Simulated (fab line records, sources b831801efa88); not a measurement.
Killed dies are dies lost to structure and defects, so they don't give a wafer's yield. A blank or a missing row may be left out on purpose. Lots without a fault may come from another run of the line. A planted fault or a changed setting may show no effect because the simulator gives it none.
A struck lot beside a sound one | flow sky130 | 15 steps out of a route of 708
Sound: wafers L817.2, L817.3, L817.5. Struck: wafer L826.1. (L826.4 of the same lot was not struck and is left out.) The cause comes at the end.
At each step with rows: each side's tool, then ch and its chambers, then its first start. Under that, the readings that differ: sound wafers | struck wafers | difference of the means | sigmas: that difference in standard deviations of wafers without a fault.
alike: readings whose means differ by less than 2 such deviations, and words and numbers that are the same on both sides. not compared: withheld readings, readings that some wafer has no value for, bounds like >300 that may hide the same value, and numbers for which the record gives no deviation and whose values overlap.
The two part at a step that has a row with sigmas, a row that says differs or no value, or rows on one side only. Numbers that don't overlap but have no deviation are shown without sigmas and don't part them. A reading that every wafer of one side lacks parts them only if that side has two wafers or more.

SKY_VIA2_CMP_02: polishes SiO2.
  sound on cmp-02 ch 0,1,3, day 36 09:37; struck on cmp-01 ch 3, day 38 19:11
  alike: edge_zone_pressure_frac, motor_current_A, slurry_flow_ml_min
SKY_VIA2_BOW_MEAS_03:
  sound on film_metro-02, day 36 09:50; struck on film_metro-04, day 38 19:29
  alike: VIA2_BOW
then, 8 steps without rows for these wafers: SKY_VIA2_DEHYDRATE_04 (time 60 s); SKY_VIA2_HMDS_05 (prime time 60 s); SKY_VIA2_COAT_06 (resist thk 60 nm); SKY_VIA2_COAT_07 (resist thk 450 nm); SKY_VIA2_SOFTBAKE_08 (time 90 s); SKY_VIA2_EXPOSE_09 (exposes mask VIM2, target cd 200 nm); SKY_VIA2_PEB_10; SKY_VIA2_DEVELOP_11 (develop time 60 s).
SKY_VIA2_CD_MEAS_12: target cd 200 nm.
  sound on cd_sem-02, day 37 11:41; struck on cd_sem-01, day 39 18:34
  alike: cd_nm
SKY_VIA2_OVL_MEAS_13:
  sound on overlay-01, day 37 11:47; struck on overlay-02, day 39 18:41
  alike: VIA2_OVL
SKY_VIA2_ETCH_14: etches BARC in N2/H2, stops on SiO2, time 45.9 s, target depth 60 nm.
  sound on rie_diel-02 ch 1,3, day 37 11:49; struck on rie_diel-02 ch 3, day 39 18:43
  reading                                     | sound         | struck | difference | sigmas
  model.KrF-thick_of_VIA2_COAT_07.thk_nm (nm) | 393.3 394 394 | 395.3  | +1.5       |
  alike: drypump_motor_current_A, oes_product_au, throttle_valve_pct
  not compared: rf_hours_counter_h
SKY_VIA2_ETCH_15: etches SiO2 in C4F8/O2/Ar, stops on TiN, target depth 546 nm, time 84 s.
  sound on rie_diel-02 ch 1,3, day 37 11:52; struck on rie_diel-02 ch 3, day 39 18:46
  alike: oes_product_au
  not compared: rf_hours_counter_h
-- the record jumps here: 9 days lie between the struck wafers' starts before and after (it left off in module VIA2 and takes up again in module PAD_OPEN, whose first step shown is number 708 of the route) --
SKY_PAD_OPEN_PROBE_99:
  sound on prober-01, day 46 11:38; struck on prober-02, day 48 10:33
  reading            | sound    | struck | difference | sigmas
  killed_at_contacts | 17 18 23 | 35     | +16        | +3
  alike: defect_limited_yield, killed_at_M0_to_M3, killed_at_M4_up, killed_at_front_end, killed_at_other, killed_dies, killed_open, killed_short, sort_bin_3_pad_short, sort_bin_5_function, sort_bin_6_memory, sort_n_pass, sort_yield_pct

WHERE THEY PART
Only at SKY_PAD_OPEN_PROBE_99, within this record.

WHY: what the simulator had put in
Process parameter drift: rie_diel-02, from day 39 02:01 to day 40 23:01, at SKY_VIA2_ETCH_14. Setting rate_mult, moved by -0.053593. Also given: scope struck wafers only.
